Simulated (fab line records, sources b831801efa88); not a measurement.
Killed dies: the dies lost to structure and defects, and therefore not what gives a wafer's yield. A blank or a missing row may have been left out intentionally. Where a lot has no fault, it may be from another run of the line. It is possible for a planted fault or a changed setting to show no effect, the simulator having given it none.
Split-lot trial | flow sfq-line | 23 wafers read across 5 lots, on a route 325 steps long

THE SPLIT
At SFQ_TRILAYER_I7_VIA_LITHO_PEB_190 (peb time 60 s), the setting peb-temp-c was moved away from the recipe's 115 C on 9 of the 23 wafers read, by -1.3% to +2.5%. For the rest of the wafers, this setting stayed at what the recipe calls for.

FROM THE SPLIT TO THE READING: what the file shows between them, 1 step
- SFQ_TRILAYER_I7_VIA_LITHO_DEVELOP_189: time 60 s

THE READING
I7.cd-nm (the simulator's own value, which no gauge read), in nm, at SFQ_TRILAYER_I7_VIA_BARC_OPEN_VIA_ETCH_260 (etches BARC in O2, target depth 125 nm, time 41.7 s). The file gives no usual value for it. Across the 14 wafers here that went through the recipe, the average is 997.7 nm and the standard deviation 1.5 nm.

wafer  | tool, chamber at the split | peb-temp-c as run, C | against the recipe | I7.cd-nm, nm | against lot-mates on the recipe
L074.1 | litho-track-03, 0          | 115                  | recipe             | 995.5        | -
L074.3 | litho-track-03, 0          | 115                  | recipe             | 996          | -
L074.4 | litho-track-03, 0          | 115                  | recipe             | 995.7        | -
L077.1 | litho-track-03, 0          | 117.9                | +2.5%              | 1047         | +48.7
L077.2 | litho-track-03, 0          | 115                  | recipe             | 998.1        | -
L077.3 | litho-track-03, 0          | 115                  | recipe             | 998.5        | -
L077.5 | litho-track-03, 0          | 117.9                | +2.5%              | 1046         | +47.7
L077.6 | litho-track-03, 0          | 117.9                | +2.5%              | 1046         | +47.7
L079.1 | litho-track-03, 0          | 115                  | recipe             | 995.9        | -
L079.2 | litho-track-03, 0          | 115                  | recipe             | 998.4        | -
L079.4 | litho-track-03, 0          | 115                  | recipe             | 999.1        | -
L079.5 | litho-track-03, 0          | 115                  | recipe             | 997.9        | -
L079.6 | litho-track-03, 0          | 115                  | recipe             | 998.3        | -
L080.1 | litho-track-04, 0          | 115                  | recipe             | 997          | -
L080.2 | litho-track-04, 0          | 115                  | recipe             | 998          | -
L080.4 | litho-track-04, 0          | 113.8                | -1.0%              | 975.4        | -22.1
L080.5 | litho-track-04, 0          | 113.8                | -1.0%              | 975.4        | -22.1
L080.6 | litho-track-04, 0          | 113.8                | -1.0%              | 976          | -21.5
L083.1 | litho-track-03, 0          | 113.5                | -1.3%              | 973          | -27.0
L083.2 | litho-track-03, 0          | 113.5                | -1.3%              | 970.8        | -29.2
L083.3 | litho-track-03, 0          | 113.5                | -1.3%              | 970.2        | -29.8
L083.4 | litho-track-03, 0          | 115                  | recipe             | 1001         | -
L083.6 | litho-track-03, 0          | 115                  | recipe             | 998.9        | -

THE FIT
A straight line over all 23 wafers: I7.cd-nm changes by +19.7 nm for each +1% of peb-temp-c; r = +1.00; the points scatter about the line by 1.5 nm.
The same after taking each lot's own level away (the mean of its wafers on the recipe; 23 wafers): +19.8 nm for each +1%; r = +1.00; scatter 1.4 nm.
According to that fit, moving peb-temp-c by its largest amount changes the reading by 50 nm.
Across the lots, their own levels run from 995.73 to 999.95 nm, a range of 2.8 times the standard deviation given above.
Hence the lot-to-lot level has little effect on the slope; both slopes agree.
Check: with one of the wafers moved furthest among these (+2.5%) left out of the fit, the line predicts +49.4 nm for it against its lot-mates. Against them it came out at +48.7 nm.

OTHER SPLITS APPLIED TO THESE WAFERS
Before the reading, these wafers also passed through other splits. Each is held against what the fit with the lots' levels taken away leaves over:
other split on the same wafers                   | wafers away from the commonest value | r with I7.cd-nm (lot level and that fit taken away)
SFQ_TRILAYER_M6_LITHO_COAT_164 spin-rpm          | 10                                   | +0.55
SFQ_TRILAYER_I6_DEP_PECVD_165 time-s             | 7                                    | -0.32
SFQ_TRILAYER_I6_VIA_LITHO_COAT_169 resist-thk-nm | 8                                    | +0.14
SFQ_TRILAYER_M7_DEP_SPUTTER_175 time-s           | 6                                    | -0.26

FILE'S OWN FIT
I7.cd-nm changes by +19.8 nm for each +1% of peb-temp-c, r = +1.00.
